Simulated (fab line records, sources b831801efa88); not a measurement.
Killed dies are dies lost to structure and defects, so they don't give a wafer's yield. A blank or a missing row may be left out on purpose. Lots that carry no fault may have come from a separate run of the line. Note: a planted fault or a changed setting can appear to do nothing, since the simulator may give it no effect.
Struck lot and sound lot, side by side | flow sky130 | 15 steps out of a route of 708
Sound: the wafers L283.1, L283.2, L283.6. Wafers struck: L292.2, L292.3, L292.4. The cause comes at the end.
At each step with rows: each side's tool, then ch and its chambers, then its first start. Under that, the readings that differ: sound wafers | struck wafers | difference of the means | sigmas: that difference in standard deviations of wafers without a fault.
alike: same words and numbers on both sides, and readings whose means sit less than 2 such deviations apart. not compared: any withheld reading, any reading some wafer has no value for, any bound like >300 that may hide the same value, and any number with overlapping values for which the record gives no deviation.
The two part at a step that has a row with sigmas, a row that says differs or no value, or rows on one side only. Non-overlapping numbers with no deviation appear without sigmas and do not part them. A reading missing from all wafers of one side parts the sides only when that side holds two or more wafers.

first, 5 steps without rows for these wafers: SKY_METAL3_COAT_08 (resist thk 1140 nm); SKY_METAL3_SOFTBAKE_09 (time 90 s); SKY_METAL3_EXPOSE_10 (exposes mask MM3, target cd 300 nm); SKY_METAL3_PEB_11; SKY_METAL3_DEVELOP_12 (develop time 60 s).
SKY_METAL3_CD_MEAS_13: the cd target is 300 nm.
  sound: cd sem-02 at day 41 20:35; struck: cd sem-02 at day 43 17:42
  alike: cd nm
SKY_METAL3_OVL_MEAS_14:
  sound: overlay-01 at day 41 20:42; struck: overlay-02 at day 43 17:48
  alike: METAL3_OVL
SKY_METAL3_DESCUM_15: chemistry O2, time 8 s.
  sound on rie metal-04 ch 0,1, day 41 20:44; struck on rie metal-02 ch 0,1, day 43 17:50
  alike: drypump motor current A, he backside leak sccm, oes product au
  not compared: rf hours counter h
SKY_METAL3_ETCH_16: etches BARC in N2/H2, stops on SiO2, time 88.2 s, target depth 60 nm.
  sound on rie metal-04 ch 0,1, day 41 20:46; struck on rie metal-02 ch 0,1, day 43 17:52
  alike: drypump motor current A, he backside leak sccm, oes product au, throttle valve pct
  not compared: rf hours counter h
SKY_METAL3_ETCH_17: etches SiO2 in C4F8/O2/Ar, stops on TiN, time 3.9 s, target depth 15 nm.
  sound on rie diel-03 ch 0,2,3, day 41 20:52; struck on rie diel-01 ch 0,2,3, day 43 17:58
  alike: oes product au
  not compared: rf hours counter h
SKY_METAL3_METAL_ETCH_18: etches the open film in Cl2/BCl3, stops on SiO2, target depth 845 nm, time 183.1 s.
  sound on rie metal-03 ch 0,1, day 41 20:53; struck on rie metal-04 ch 0,1, day 43 17:59
  reading                      | sound       | struck      | difference | sigmas
  he backside leak sccm (sccm) | 3.5 3.1 3.4 | 5.7 3.4 3.5 | +0.9       | +2
  alike: drypump motor current A, oes product au, throttle valve pct
  not compared: rf hours counter h
SKY_METAL3_STRIP_19: strips in O2/N2.
  sound on plasma asher-03 ch 0,1, day 41 21:04; struck on plasma asher-02 ch 0,1, day 43 18:10
  alike: chamber pressure mTorr, drypump motor current A, oes product au, strip time to endpoint s
  not compared: rf hours counter h
SKY_METAL3_STRIP_20: strips in post etch residue remover, time 1200 s.
  sound on wet bench-01 ch 0, day 41 21:10; struck on wet bench-03 ch 0, day 43 18:16
  no value came back on the struck wafers for bath guard temp C (C), bath heat duty pct (%); on the sound wafers bath guard temp C (C) reads 73.5 72.8 73.1
then, 1 step without rows for these wafers: SKY_METAL3_CLEAN_21 (cleans in IPA, time 180 s).
-- the record jumps here: 6 days lie between the struck wafers' starts before and after (it left off in module METAL3 and takes up again in module PAD_OPEN, whose first step shown is number 708 of the route) --
SKY_PAD_OPEN_PROBE_99:
  sound: prober-01 at day 48 10:53; struck: prober-02 at day 49 22:47
  reading                               | sound                | struck               | difference | sigmas
  model.etest.via3 chain.rc ohm         | 9.538 9.729 9.794    | 10.29 10.2 10.95     | +0.79      |
  model.etest.met3 comb.leak log10 a um | -12.07 -12.01 -11.93 | -11.49 -11.63 -11.48 | +0.47      |
  alike: defect limited yield, killed_at_M0_to_M3, killed_at_M4_up, killed at contacts, killed at front end, killed at other, killed dies, killed open, killed short, sort_bin_3_pad_short, sort_bin_5_function, sort_bin_6_memory, sort n pass, sort yield pct

## WHERE THEY PART
Earliest at SKY_METAL3_METAL_ETCH_18; latest, in this record, at SKY_METAL3_STRIP_20. Later steps at which nothing parts them and some readings are alike: SKY_PAD_OPEN_PROBE_99.

WHY: whatever the simulator had introduced
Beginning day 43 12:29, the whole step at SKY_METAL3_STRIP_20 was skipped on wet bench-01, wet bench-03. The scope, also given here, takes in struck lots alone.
